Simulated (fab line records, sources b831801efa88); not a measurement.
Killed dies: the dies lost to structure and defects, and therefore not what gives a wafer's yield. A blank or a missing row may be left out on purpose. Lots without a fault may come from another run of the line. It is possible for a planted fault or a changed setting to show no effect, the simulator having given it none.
Which tool did it? || flow sky130 || 18 wafers sampled from 6 lots at 1 step of a route of 708

== WHAT THE GAUGES READ, wafer by wafer ==
SKY_LDD_HVP_OVL_MEAS_07.
{"lot": "L400", "measured": "day 19 14:47", "on": "overlay-01", "LDD_HVP_OVL (nm)": "-1.2 0.0 -2.1"}
{"lot": "L404", "measured": "day 21 06:16", "on": "overlay-02", "LDD_HVP_OVL (nm)": "-0.5 -0.2 -2.4"}
{"lot": "L409", "measured": "day 22 13:04", "on": "overlay-01", "LDD_HVP_OVL (nm)": "-1.4 0.2 -0.6"}
{"lot": "L412", "measured": "day 23 07:52", "on": "overlay-01", "LDD_HVP_OVL (nm)": "-2.2 -2.0 -4.1"}
{"lot": "L415", "measured": "day 32 19:37", "on": "overlay-02", "LDD_HVP_OVL (nm)": "-0.5 -1.4 1.0"}
{"lot": "L420", "measured": "day 32 23:07", "on": "overlay-01", "LDD_HVP_OVL (nm)": "1.3 -0.4 2.2"}

== WHICH TOOL RAN EACH LOT (tool, then ch and the chambers of the sampled wafers, then the start) ==
Record: no process step prior to these readings.

== THE ANSWER, worked out from the rows above alone ==
Rule: the lots themselves supply what counts as usual. Put in order of their means at a reading, lots are off if they are a third of the lots or fewer, leave a main group of 4 or more, and stand apart from it by a gap of 3 or more times the standard deviation of the main group's means; of several such gaps the widest counts. A main group is skipped when, at the precision printed for the reading in the tables above, its means are all equal. Also off: a lot with no number at a reading for which 4 or more lots have one. The other lots that the step has rows for count as sound.
Across all readings shown, no lot is off: no conclusion can be drawn from this.

== WHAT THE SIMULATOR HAD PUT IN ==
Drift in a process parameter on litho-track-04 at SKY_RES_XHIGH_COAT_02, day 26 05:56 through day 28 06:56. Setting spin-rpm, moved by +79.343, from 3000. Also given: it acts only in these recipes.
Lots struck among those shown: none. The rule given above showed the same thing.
